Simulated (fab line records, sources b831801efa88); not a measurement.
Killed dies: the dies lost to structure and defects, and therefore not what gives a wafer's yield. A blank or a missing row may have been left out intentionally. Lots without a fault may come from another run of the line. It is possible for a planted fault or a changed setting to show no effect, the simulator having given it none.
What tool caused it?    flow sky130    18 wafers from 6 lots sampled at 2 of the route's 708 steps

== WHAT THE GAUGES SHOWED, per wafer ==
SKY_VT_ADJUST_LVTN_OVL_MEAS_18.
lot   measured      on          VT_ADJUST_LVTN_01_OVL (nm)
L489  day 9 03:03   overlay-01  0.9 -0.1 1.1
L491  day 9 14:47   overlay-02  0.2 -0.3 0.4
L493  day 10 05:59  overlay-01  -1.0 -1.4 -2.8
L495  day 10 17:57  overlay-02  - - -
L504  day 13 14:21  overlay-02  -1.6 0.9 0.9
L506  day 13 22:45  overlay-01  -0.1 0.0 -3.4

== WHICH TOOL RAN EACH LOT (tool, then ch and the chambers of the sampled wafers, then the start) ==
lot   SKY_VT_ADJUST_LVTN_EXPOSE_15
L489  iline-stepper-01 ch 0, day 8 16:37
L491  iline-stepper-01 ch 0, day 9 04:48
L493  iline-stepper-01 ch 0, day 9 19:05
L495  iline-stepper-02 ch 0, day 10 07:17
L504  iline-stepper-01 ch 0, day 13 01:06
L506  iline-stepper-02 ch 0, day 13 10:13
- SKY_VT_ADJUST_LVTN_EXPOSE_15: exposes mask HVN STD DERIVED, target cd 600 nm.

== THE ANSWER, worked out from the rows above alone ==
Rule: usual is defined by the lots themselves. Put in order of their means at a reading, lots are off if they are a third of the lots or fewer, leave a main group of 4 or more, and stand apart from it by a gap of 3 or more times the standard deviation of the main group's means; of several such gaps the widest counts. The tables above print the reading to a certain number of digits; a main group whose means all agree to those digits is not used. A lot without any number at a reading at which 4 lots or more have one is off too. The other lots that the step has rows for count as sound.
Off: L495, seen at SKY_VT_ADJUST_LVTN_OVL_MEAS_18 (VT_ADJUST_LVTN_01_OVL). Without a number there: L495. Main group: mean -0.4 nm, sd 0.88.
A tool fits if, at a process step before that reading, it ran every lot that is off, and no sound lot after the first of them. Those tools and the gauges at SKY_VT_ADJUST_LVTN_OVL_MEAS_18 are tried in the same way. No candidate that was tried fits.

== WHAT THE SIMULATOR PUT IN ==
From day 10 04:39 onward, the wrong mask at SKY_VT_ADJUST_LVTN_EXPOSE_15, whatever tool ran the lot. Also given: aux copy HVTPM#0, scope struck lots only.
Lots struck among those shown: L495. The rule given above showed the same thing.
